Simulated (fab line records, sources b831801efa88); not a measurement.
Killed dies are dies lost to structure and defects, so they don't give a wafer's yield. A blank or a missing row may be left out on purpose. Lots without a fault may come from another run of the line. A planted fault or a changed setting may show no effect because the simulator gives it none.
Problem report in the 8D (eight disciplines) form, filled by code | flow sky130 | the parts of the form that need people (team, actions taken, sign-off) are left out

1. THE PROBLEM
cd_nm at SKY_LDD_P_CD_MEAS_07 reads a mean of 405.8 nm on 4 wafers of 2 lots; wafers without a fault read 380.4 nm with a standard deviation of 2.7. That is +9.4 standard deviations from the usual mean.
The step: target cd 380 nm.
First seen on wafer L748.1, day 20 21:56, on cd_sem-02. The record holds 36 wafers of 12 lots with a number at this step. Rule for "out", or "out of limits": more than 4 standard deviations from the usual mean. The other wafers with a number count as sound.

2. WHAT IT IS AND WHAT IT IS NOT
question                    | is                             | is not
which readings at this step | cd_nm                          | -
which lots                  | L747, L748                     | L744, L745, L746, L749, L754, L758, L760, L762, L763, L764
which wafers of those lots  | L747.1, L747.6, L748.1, L748.6 | L747.3, L748.4
read on which gauges        | cd_sem-01, cd_sem-02           | -
when                        | from day 20 21:56              | up to then (13 sound wafers); but 19 sound wafers of L747, L754, L758, L760, L762, L763, L764 came after

3. SUSPECTS, AND WHAT RULES EACH OUT
Counting: a tool at a process step up to the reading stays a suspect if it ran every lot that is out. Sound lots after the first of them don't rule it out here, since some wafers of a struck lot are sound.
- the gauge at SKY_LDD_P_CD_MEAS_07: ruled out. The wafers that are out were read on 2 gauges (cd_sem-01, cd_sem-02).
- litho_track-03 at SKY_LDD_P_DEVELOP_06 (develop time 60 s): kept. It ran every lot that is out, first L748 (day 20 21:47); its last sound lot up to then is L749 (day 20 20:53).
Left after counting: litho_track-03 at SKY_LDD_P_DEVELOP_06.

4. THE CAUSE (what the simulator had put in)
Process parameter drift: litho_track-03, from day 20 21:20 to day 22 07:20, at SKY_LDD_P_DEVELOP_06. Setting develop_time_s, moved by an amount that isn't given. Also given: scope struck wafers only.
Counting left only this tool.

5. THE CHAIN OF EFFECTS, in route order
Each row: a reading whose mean over the struck wafers that have a number lies more than 3 standard deviations from the usual. Only readings for which the record gives a usual standard deviation are gone through. hours: the time from each lot's start at the first step in this table that gives one to its start at this step, as a median over the lots. sigmas: the change in usual standard deviations.
hours | step                 | reading | usual    | on struck wafers | change | sigmas
0     | SKY_LDD_P_CD_MEAS_07 | cd_nm   | 380.4 nm | 405.8            | +25.4  | +9.4

6. WHAT WOULD HAVE CAUGHT IT SOONER
In this record the first reading out of limits at a measuring or inspecting step was taken at day 20 21:56, 1 hour after the fault began at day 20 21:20.
Of the tool readings at SKY_LDD_P_DEVELOP_06 for which the record gives a usual standard deviation, none was out on any struck wafer, so an alarm limit of 4 standard deviations on them would not have fired.
Of the lots that are out (2), L747 began SKY_LDD_P_DEVELOP_06 on litho_track-03 after day 20 21:56. A hold on the tool at that time would have spared it.
